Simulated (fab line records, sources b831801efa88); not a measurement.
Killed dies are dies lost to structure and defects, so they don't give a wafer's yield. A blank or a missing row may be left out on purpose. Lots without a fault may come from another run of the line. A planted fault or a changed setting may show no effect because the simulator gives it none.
Tool commonality check | flow gf180mcu | 13 lots, 39 wafers sampled

WHY IT WAS OPENED
At GF_V2_CD_MEAS_14 the reading cd_nm is flagged on 2 of 13 lots. Wafers without a fault read 260.0 nm, standard deviation 1.3.
Rule: a lot is flagged when every wafer of it that has a number lies more than 4 standard deviations from that mean, or none has a number. The other lots count as sound.

lot  | measured     | on        | cd_nm (nm), wafer by wafer | flag
L316 | day 20 02:41 | cd_sem-01 | 260.0 260.0 259.2          |
L318 | day 21 01:59 | cd_sem-01 | 260.1 260.4 260.1          |
L320 | day 21 18:32 | cd_sem-01 | 258.6 259.3 259.7          |
L323 | day 23 00:17 | cd_sem-01 | 257.6 258.7 257.3          |
L324 | day 23 09:11 | cd_sem-02 | 258.2 259.0 258.3          |
L325 | day 23 20:20 | cd_sem-01 | 261.6 260.8 260.5          |
L326 | day 24 01:37 | cd_sem-02 | 260.6 261.0 260.5          |
L330 | day 25 04:40 | cd_sem-02 | 262.1 262.9 263.1          |
L331 | day 25 17:14 | cd_sem-02 | 248.6 248.3 248.9          | FLAGGED
L333 | day 26 04:53 | cd_sem-02 | 249.9 250.8 250.5          | FLAGGED
L337 | day 27 11:29 | cd_sem-02 | 260.4 260.8 261.0          |
L338 | day 27 17:44 | cd_sem-01 | 261.3 260.3 260.7          |
L339 | day 28 01:20 | cd_sem-02 | 262.6 260.4 262.5          |
The numbers of the flagged lots are 249.5 nm on average: -10.5 nm against the usual, or -8 standard deviations.

WHICH TOOL RAN EACH LOT
The record holds 2 process steps before the reading, out of a route of 602 steps. In each cell: the tool, then ch and the chambers that the sampled wafers went through, then the start.
lot  | flag    | GF_V2_CVD_02                    | GF_V2_SOFTBAKE_10
L316 |         | pecvd-04 ch 0,1, day 19 02:28   | litho_track-03 ch 0, day 19 14:00
L318 |         | pecvd-02 ch 1,2, day 20 00:58   | litho_track-03 ch 0, day 20 13:00
L320 |         | pecvd-01 ch 0,1,2, day 20 17:54 | litho_track-02 ch 0, day 21 06:00
L323 |         | pecvd-04 ch 0,2, day 22 00:58   | litho_track-03 ch 0, day 22 12:00
L324 |         | pecvd-04 ch 1,2, day 22 09:08   | litho_track-04 ch 0, day 22 21:00
L325 |         | pecvd-01 ch 0,1, day 22 20:31   | litho_track-03 ch 0, day 23 08:00
L326 |         | pecvd-01 ch 0,1, day 23 02:24   | litho_track-03 ch 0, day 23 14:00
L330 |         | pecvd-02 ch 1,2, day 24 06:56   | litho_track-04 ch 0, day 24 18:00
L331 | FLAGGED | pecvd-01 ch 0,1, day 24 19:17   | litho_track-04 ch 0, day 25 06:00
L333 | FLAGGED | pecvd-04 ch 0,1,2, day 25 07:01 | litho_track-04 ch 0, day 25 18:00
L337 |         | pecvd-04 ch 0,1,2, day 26 15:59 | litho_track-02 ch 0, day 27 01:00
L338 |         | pecvd-04 ch 0,1,2, day 26 21:34 | litho_track-02 ch 0, day 27 07:00
L339 |         | pecvd-01 ch 0,1, day 27 05:39   | litho_track-02 ch 0, day 27 15:00
What these steps do:
- GF_V2_CVD_02: deposits SiO2 from TEOS, target thk 850 nm, time 94.851 s.
- GF_V2_SOFTBAKE_10: time 60 s.
- GF_V2_CD_MEAS_14: target cd 260 nm.

FLAGGED OVER TOTAL, TOOL BY TOOL (the gauges that took the reading come last)
step              | tool           | lots run | flagged | share of the flagged lots | sound lots run after its first flagged lot
GF_V2_CVD_02      | pecvd-01       | 5        | 1       | some                      | 1 (L339)
GF_V2_CVD_02      | pecvd-02       | 2        | 0       | none                      | -
GF_V2_CVD_02      | pecvd-04       | 6        | 1       | some                      | 2 (L337,L338)
GF_V2_SOFTBAKE_10 | litho_track-02 | 4        | 0       | none                      | -
GF_V2_SOFTBAKE_10 | litho_track-03 | 5        | 0       | none                      | -
GF_V2_SOFTBAKE_10 | litho_track-04 | 4        | 2       | all                       | 0
GF_V2_CD_MEAS_14  | cd_sem-01      | 6        | 0       | none                      | -
GF_V2_CD_MEAS_14  | cd_sem-02      | 7        | 2       | all                       | 2 (L337,L339)

WHAT THE TABLE ALLOWS
2 rows of the table ran every flagged lot: litho_track-04 at GF_V2_SOFTBAKE_10, cd_sem-02 at GF_V2_CD_MEAS_14.
- litho_track-04 at GF_V2_SOFTBAKE_10: 2 of its 4 lots flagged. Its last sound lot is L330 (day 24 18:00), its first flagged lot L331 (day 25 06:00): a fault that began between those two fits. Its own readings lie more than 4 standard deviations out on every wafer of the flagged lots: heater_power_total_W, run_length_s.
- cd_sem-02 at GF_V2_CD_MEAS_14: 2 of its 7 lots flagged. Sound lots ran on it after the first flagged one (L337, L339), which a lasting fault on the whole tool wouldn't allow.
One tool is left: litho_track-04 at GF_V2_SOFTBAKE_10.

WHAT THE SIMULATOR HAD PUT IN
Process parameter drift: litho_track-04, from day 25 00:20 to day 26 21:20, at GF_V2_SOFTBAKE_10. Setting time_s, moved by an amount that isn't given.
Lots struck among those shown: L331, L333. The rule above found the same.
